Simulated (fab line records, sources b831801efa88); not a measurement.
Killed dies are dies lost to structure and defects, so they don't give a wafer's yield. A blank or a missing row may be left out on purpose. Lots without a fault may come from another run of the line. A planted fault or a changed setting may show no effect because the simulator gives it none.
A struck lot beside a sound one | flow sky130 | 18 steps out of a route of 708
Sound: wafers L548.1, L548.2, L548.3. Struck: wafers L559.1, L559.4, L559.5. The cause comes at the end.
At each step with rows: each side's tool, then ch and its chambers, then its first start. Under that, the readings that differ: sound wafers | struck wafers | difference of the means | sigmas: that difference in standard deviations of wafers without a fault.
alike: readings whose means differ by less than 2 such deviations, and words and numbers that are the same on both sides. not compared: withheld readings, readings that some wafer has no value for, bounds like >300 that may hide the same value, and numbers for which the record gives no deviation and whose values overlap.
The two part at a step that has a row with sigmas, a row that says differs or no value, or rows on one side only. Numbers that don't overlap but have no deviation are shown without sigmas and don't part them. A reading that every wafer of one side lacks parts them only if that side has two wafers or more.

first, 3 steps without rows for these wafers: SKY_SONOS_ONO_WET_ETCH_18 (etches Si3N4 in H3PO4, target depth 15 nm, time 172 s); SKY_GATE_OXIDE_CLEAN_00 (cleans in SC1/SC2, time 150 s); SKY_GATE_OXIDE_OXIDATION_01 (stabilise 600 s, purge 300 s, target thk 10.268 nm).
SKY_GATE_OXIDE_THK_MEAS_02:
  sound on film_metro-03, day 13 18:02; struck on film_metro-04, day 17 06:34
  alike: GATE_OXIDE_OXIDATION_00_THK
then, 7 steps without rows for these wafers: SKY_GATE_OXIDE_DEHYDRATE_03 (time 60 s); SKY_GATE_OXIDE_HMDS_04 (prime time 60 s); SKY_GATE_OXIDE_COAT_05 (resist thk 1140 nm); SKY_GATE_OXIDE_SOFTBAKE_06 (time 60 s); SKY_GATE_OXIDE_EXPOSE_07 (exposes mask LVOM, target cd 600 nm); SKY_GATE_OXIDE_PEB_08; SKY_GATE_OXIDE_DEVELOP_09 (develop time 60 s).
SKY_GATE_OXIDE_OVL_MEAS_10:
  sound on overlay-02, day 14 20:17; struck on overlay-01, day 18 11:55
  alike: GATE_OXIDE_OVL
SKY_GATE_OXIDE_IMPLANT_11:
  sound on implanter-01 ch 0, day 14 20:19; struck on implanter-01 ch 0, day 18 11:57
  reading                   | sound             | struck               | difference | sigmas
  beam_energy_keV           | 9.997 9.997 9.990 | 10.948 10.951 10.948 | +0.954     | +99 or more
  model.implant.rp_nm (nm)  | 31.53 31.53 31.53 | 36.45 36.45 36.45    | +4.92      |
  model.implant.drp_nm (nm) | 17.11 17.11 17.11 | 18.24 18.24 18.24    | +1.13      |
then, 1 step without rows for these wafers: SKY_GATE_OXIDE_WET_ETCH_12 (etches SiO2 in dHF, target depth 16.8 nm, time 336 s).
SKY_GATE_OXIDE_STRIP_13: strips in O2/N2.
  sound on plasma_asher-03 ch 0,1, day 14 20:35; struck on plasma_asher-04 ch 1, day 18 12:12
  alike: drypump_motor_current_A, oes_product_au, strip_time_to_endpoint_s
  not compared: rf_hours_counter_h
SKY_GATE_OXIDE_TW_MEAS_14:
  sound on film_metro-04, day 14 20:41; struck on film_metro-03, day 18 12:18
  reading       | sound             | struck            | difference | sigmas
  GATE_OXIDE_TW | 222.8 223.9 223.7 | 233.1 233.0 234.3 | +10.0      | +5
then, 1 step without rows for these wafers: SKY_GATE_OXIDE_CLEAN_15 (cleans in SC1/SC2, time 150 s).
-- the record jumps here: 31 days lie between the struck wafers' starts before and after (it left off in module GATE_OXIDE and takes up again in module PAD_OPEN, whose first step shown is number 708 of the route) --
SKY_PAD_OPEN_PROBE_99:
  sound on prober-02, day 46 15:19; struck on prober-01, day 49 06:23
  reading                                  | sound                   | struck                  | difference | sigmas
  model.etest.pfet_01v8_lvt.off_log10_a_um | -8.594 -8.862 -8.763    | -8.086 -8.169 -8.344    | +0.540     |
  model.etest.pfet_01v8_lvt.vt_sat_v (V)   | -0.4145 -0.433 -0.4307  | -0.3946 -0.3919 -0.4003 | +0.0305    |
  model.etest.pfet_01v8_lvt.vt_v (V)       | -0.5084 -0.5199 -0.5196 | -0.4956 -0.4901 -0.4985 | +0.0212    |
  model.etest.pfet_01v8_lvt.vt_long_v (V)  | -0.6322 -0.641 -0.6367  | -0.6175 -0.6138 -0.6239 | +0.0182    |
  alike: killed_at_M0_to_M3, killed_at_M4_up, killed_at_contacts, killed_at_front_end, killed_at_other, killed_dies, killed_open, killed_short

WHERE THEY PART
First at SKY_GATE_OXIDE_IMPLANT_11; last, within this record, at SKY_GATE_OXIDE_TW_MEAS_14. Later steps at which nothing parts them and some readings are alike: SKY_PAD_OPEN_PROBE_99.

WHY: what the simulator had put in
Process parameter drift: implanter-01, from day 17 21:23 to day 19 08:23, at SKY_GATE_OXIDE_IMPLANT_11. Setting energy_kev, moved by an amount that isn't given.
